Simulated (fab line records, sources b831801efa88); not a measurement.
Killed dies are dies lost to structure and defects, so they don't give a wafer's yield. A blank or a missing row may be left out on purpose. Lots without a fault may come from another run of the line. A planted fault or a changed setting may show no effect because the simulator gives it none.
A struck lot beside a sound one | flow sky130 | 34 steps out of a route of 708
Sound: wafers L885.1, L885.3, L885.4. Struck: wafers L873.1, L873.4, L873.5. The cause comes at the end.
At each step with rows: each side's tool, then ch and its chambers, then its first start. Under that, the readings that differ: sound wafers | struck wafers | difference of the means | sigmas: that difference in standard deviations of wafers without a fault.
alike: readings whose means differ by less than 2 such deviations, and words and numbers that are the same on both sides. not compared: withheld readings, readings that some wafer has no value for, bounds like >300 that may hide the same value, and numbers for which the record gives no deviation and whose values overlap.
The two part at a step that has a row with sigmas, a row that says differs or no value, or rows on one side only. Numbers that don't overlap but have no deviation are shown without sigmas and don't part them. A reading that every wafer of one side lacks parts them only if that side has two wafers or more.

first, 7 steps without rows for these wafers: SKY_SONOS_TUNNEL_DEVELOP_06 (develop time 60 s); SKY_SONOS_TUNNEL_IMPLANT_09; SKY_SONOS_TUNNEL_WET_ETCH_10 (etches SiO2 in dHF, target depth 14 nm, time 280 s); SKY_SONOS_TUNNEL_STRIP_11 (strips in SPM, time 600 s); SKY_SONOS_TUNNEL_CLEAN_13 (cleans in dHF, time 20 s); SKY_SONOS_ONO_OXIDATION_00 (stabilise 600 s, purge 300 s, target thk 2.6 nm); SKY_SONOS_ONO_CVD_02 (deposits Si3N4 from DCS/NH3, target thk 10.5 nm, time 180 s).
SKY_SONOS_ONO_CVD_04: deposits SiO2 from SiH4/N2O, target thk 5.7199 nm.
  sound on lpcvd-03 ch 0, day 16 16:20; struck on lpcvd-03 ch 1, day 12 19:33
  reading                                    | sound             | struck            | difference | sigmas
  spike_tc_bottom_C (C)                      | 921 918 919       | 912 912 911       | -8         | -2
  model.SiO2_of_SONOS_ONO_CVD_04.thk_nm (nm) | 5.178 5.247 5.252 | 3.413 3.339 3.267 | -1.886     |
SKY_SONOS_ONO_THK_MEAS_05:
  sound on film_metro-03, day 16 17:35; struck on film_metro-02, day 12 20:48
  reading                   | sound          | struck         | difference | sigmas
  SONOS_ONO_CVD_04_THK (nm) | 5.17 5.25 5.28 | 3.34 3.33 3.25 | -1.93      | -15
then, 23 steps without rows for these wafers: SKY_SONOS_ONO_DEHYDRATE_06 (time 60 s); SKY_SONOS_ONO_HMDS_07 (prime time 60 s); SKY_SONOS_ONO_COAT_08 (resist thk 1140 nm); SKY_SONOS_ONO_SOFTBAKE_09 (time 60 s); SKY_SONOS_ONO_EXPOSE_10 (exposes mask ONOM, target cd 410 nm); SKY_SONOS_ONO_PEB_11; SKY_SONOS_ONO_DEVELOP_12 (develop time 60 s); SKY_SONOS_ONO_ETCH_15 (etches the open film in CHF3/O2, target depth 19.52 nm, time 7.8 s); SKY_SONOS_ONO_WET_ETCH_16 (etches SiO2 in dHF, target depth 14 nm, time 280 s); SKY_SONOS_ONO_STRIP_17 (strips in O2/N2); SKY_SONOS_ONO_WET_ETCH_18 (etches Si3N4 in H3PO4, target depth 15 nm, time 172 s); SKY_GATE_OXIDE_CLEAN_00 (cleans in SC1/SC2, time 150 s); SKY_GATE_OXIDE_OXIDATION_01 (stabilise 600 s, purge 300 s, target thk 10.268 nm); SKY_GATE_OXIDE_DEHYDRATE_03 (time 60 s); SKY_GATE_OXIDE_HMDS_04 (prime time 60 s); SKY_GATE_OXIDE_COAT_05 (resist thk 1140 nm); SKY_GATE_OXIDE_SOFTBAKE_06 (time 60 s); SKY_GATE_OXIDE_EXPOSE_07 (exposes mask LVOM, target cd 600 nm); SKY_GATE_OXIDE_PEB_08; SKY_GATE_OXIDE_DEVELOP_09 (develop time 60 s); SKY_GATE_OXIDE_IMPLANT_11; SKY_GATE_OXIDE_WET_ETCH_12 (etches SiO2 in dHF, target depth 16.8 nm, time 336 s); SKY_GATE_OXIDE_STRIP_13 (strips in O2/N2).
-- the record jumps here: 13 days lie between the struck wafers' starts before and after (it left off in module GATE_OXIDE and takes up again in module POLY_CUT, whose first step shown is number 317 of the route) --
SKY_POLY_CUT_ETCH_10: etches BARC in N2/H2, stops on SiO2, time 46.85 s, target depth 60 nm.
  sound on rie_diel-04 ch 0,2, day 29 15:26; struck on rie_diel-04 ch 1, day 25 13:43
  reading                                    | sound             | struck            | difference | sigmas
  model.SiO2_of_SONOS_ONO_CVD_04.thk_nm (nm) | 3.612 3.683 3.685 | 1.854 1.787 1.712 | -1.876     |
  alike: drypump_motor_current_A, h2_flow_sccm, oes_product_au, throttle_valve_pct
  not compared: rf_hours_counter_h
-- the record jumps here: 21 days lie between the struck wafers' starts before and after (it left off in module POLY_CUT and takes up again in module PAD_OPEN, whose first step shown is number 708 of the route) --
SKY_PAD_OPEN_PROBE_99:
  sound on prober-01, day 49 10:20; struck on prober-02, day 46 13:32
  reading                                 | sound                | struck               | difference | sigmas
  model.etest.sonos_uncharged.r_on_ohm_um | 802 787.6 795.1      | 723.1 731.6 715.4    | -71.5      |
  model.etest.sonos_erased.drive_ua_um    | 221.7 209.3 231      | 162.9 169.5 111.6    | -72.7      |
  model.etest.cap_ono.gate_log10_a_cm2    | -7.241 -7.332 -7.407 | -5.181 -4.975 -4.931 | +2.298     |
  model.etest.cap_ono.gate_bv_v (V)       | 16.19 16.34 15.8     | 13.8 14.08 13.66     | -2.3       |
  model.etest.cap_ono.tox_acc_nm (nm)     | 12.35 12.49 12.47    | 10.7 10.53 10.56     | -1.8       |
  model.etest.sonos_erased.vt_v (V)       | -2.474 -2.417 -2.448 | -1.794 -1.695 -1.213 | +0.879     |
  model.etest.sonos_programmed.vt_v (V)   | 1.71 1.656 1.655     | 1.804 1.802 1.737    | +0.107     |
  alike: killed_at_M0_to_M3, killed_at_M4_up, killed_at_contacts, killed_at_front_end, killed_at_other, killed_dies, killed_open, killed_short
  not compared: model.etest.sonos_baked.vt_v

WHERE THEY PART
First at SKY_SONOS_ONO_CVD_04; last, within this record, at SKY_SONOS_ONO_THK_MEAS_05. Later steps at which nothing parts them and some readings are alike: SKY_POLY_CUT_ETCH_10, SKY_PAD_OPEN_PROBE_99.

WHY: what the simulator had put in
Process parameter drift: lpcvd-03, from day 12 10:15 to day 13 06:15, at SKY_SONOS_ONO_CVD_04. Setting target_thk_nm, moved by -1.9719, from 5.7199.
